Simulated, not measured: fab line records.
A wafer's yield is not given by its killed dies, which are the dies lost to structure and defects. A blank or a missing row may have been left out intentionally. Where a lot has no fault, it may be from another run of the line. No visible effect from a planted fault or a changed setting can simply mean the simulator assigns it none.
Matching of chambers + flow sky130 + cmp-02 running SKY_CONTACT_CMP_27: 4 sister chambers
The step polishes, stops on SiO2, t overpolish 15 s, target thk 0 nm. 4 wafers are shown with their chamber, then 12 later ones without.

## WAFERS PAIRED WITH THEIR CHAMBERS
| wafer  | chamber | motor_current_A (A) |
|--------|---------|---------------------|
| L089.6 | 3       | 11.6                |
| L090.3 | 2       | 12.6                |
| L092.5 | 1       | 10.8                |
| L092.6 | 0       | 10.6                |

## WAFERS WHOSE CHAMBER IS MISSING
| wafer  | motor_current_A (A) |
|--------|---------------------|
| L094.1 | 10.7                |
| L094.4 | 11.0                |
| L094.5 | 12.8                |
| L095.1 | 10.3                |
| L095.5 | 12.3                |
| L095.6 | 11.2                |
| L096.2 | 10.8                |
| L096.4 | 12.0                |
| L096.5 | 10.6                |
| L097.3 | 10.4                |
| L097.4 | 11.8                |
| L097.5 | 13.1                |

## THE CHAMBER EACH PASSED THROUGH
| wafer  | from the rows above          | in truth                   |
|--------|------------------------------|----------------------------|
| L094.1 | can't be placed: 0 or 1      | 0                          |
| L094.4 | can't be placed: 1 or 0 or 3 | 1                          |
| L094.5 | 2                            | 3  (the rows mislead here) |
| L095.1 | can't be placed: 0 or 1      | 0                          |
| L095.5 | can't be placed: 2 or 3      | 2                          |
| L095.6 | can't be placed: 1 or 3 or 0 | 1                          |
| L096.2 | can't be placed: 1 or 0      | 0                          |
| L096.4 | can't be placed: 3 or 2      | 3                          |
| L096.5 | can't be placed: 0 or 1      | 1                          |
| L097.3 | can't be placed: 0 or 1      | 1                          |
| L097.4 | 3                            | 3                          |
| L097.5 | 2                            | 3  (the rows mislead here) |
Correct placement for 1 of the 12. These rows do not allow placing 9 (true chamber among the candidates in 9). Number placed wrongly: 2.
How it was worked out, from the rows above alone: a wafer's distance from a chamber is the root of the sum, over the readings, of the square of ((its reading less the chamber's mean) divided by the reading's scatter). If the next closest chamber is less than 2 further off than the closest, the wafer can't be placed; otherwise it belongs to the closest. A chamber's mean is the mean of its shown wafers. The scatter: root of mean squared gap, hidden wafer to nearest shown wafer, with one shown wafer a chamber.
